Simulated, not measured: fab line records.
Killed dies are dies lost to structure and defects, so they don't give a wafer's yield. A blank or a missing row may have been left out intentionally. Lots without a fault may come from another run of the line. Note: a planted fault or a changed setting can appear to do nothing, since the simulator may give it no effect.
Matching of chambers | flow sky130 | SKY_CONTACT_CMP_27 on cmp-01 has 4 sister chambers
The step polishes, stops on SiO2, t overpolish 15 s, target thk 0 nm. 8 wafers are shown with their chamber, then 7 later ones without.

## WAFERS PAIRED WITH THEIR CHAMBERS
wafer  | chamber | motor_current_A (A) | retaining_ring_pressure_frac
L127.5 | 1       | 11.5                | 1.005
L131.2 | 0       | 10.2                | 1.002
L131.3 | 1       | 12.0                | 0.997
L138.3 | 0       | 10.7                | 0.988
L138.5 | 3       | 10.3                | 1.004
L138.6 | 2       | 10.9                | 1.001
L142.1 | 3       | 10.0                | 1.006
L142.5 | 2       | 11.1                | 1.001

## WAFERS WITH NO CHAMBER GIVEN
wafer  | motor_current_A (A) | retaining_ring_pressure_frac
L142.6 | 10.0                | 1.004
L144.3 | 12.2                | 1.001
L144.5 | 9.8                 | 0.998
L144.6 | 10.2                | 0.990
L147.2 | 10.4                | 0.994
L147.3 | 11.1                | 0.994
L147.5 | 11.9                | 0.996

## EACH ONE'S CHAMBER
wafer  | from the rows above          | in truth
L142.6 | can't be placed: 3 or 0      | 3
L144.3 | 1                            | 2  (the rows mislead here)
L144.5 | can't be placed: 3 or 0      | 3
L144.6 | can't be placed: 0 or 3      | 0
L147.2 | can't be placed: 0 or 3      | 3
L147.3 | can't be placed: 2 or 0 or 1 | 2
L147.5 | 1                            | 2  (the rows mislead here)
0 of 7 placed correctly. Unplaceable from these rows: 5, with the true chamber sitting among the candidates in 5. Wrongly placed: 2.
How it was worked out, from the rows above alone: a wafer's distance from a chamber is the root of the sum, over the readings, of the square of ((its reading less the chamber's mean) divided by the reading's scatter). If the next closest chamber is less than 2 further off than the closest, the wafer can't be placed; otherwise it belongs to the closest. The mean given for a chamber averages the wafers shown for that chamber. The scatter is the square root of a quotient: the sum, over the shown wafers, of each reading's squared deviation from its chamber's mean, divided by wafers minus chambers.
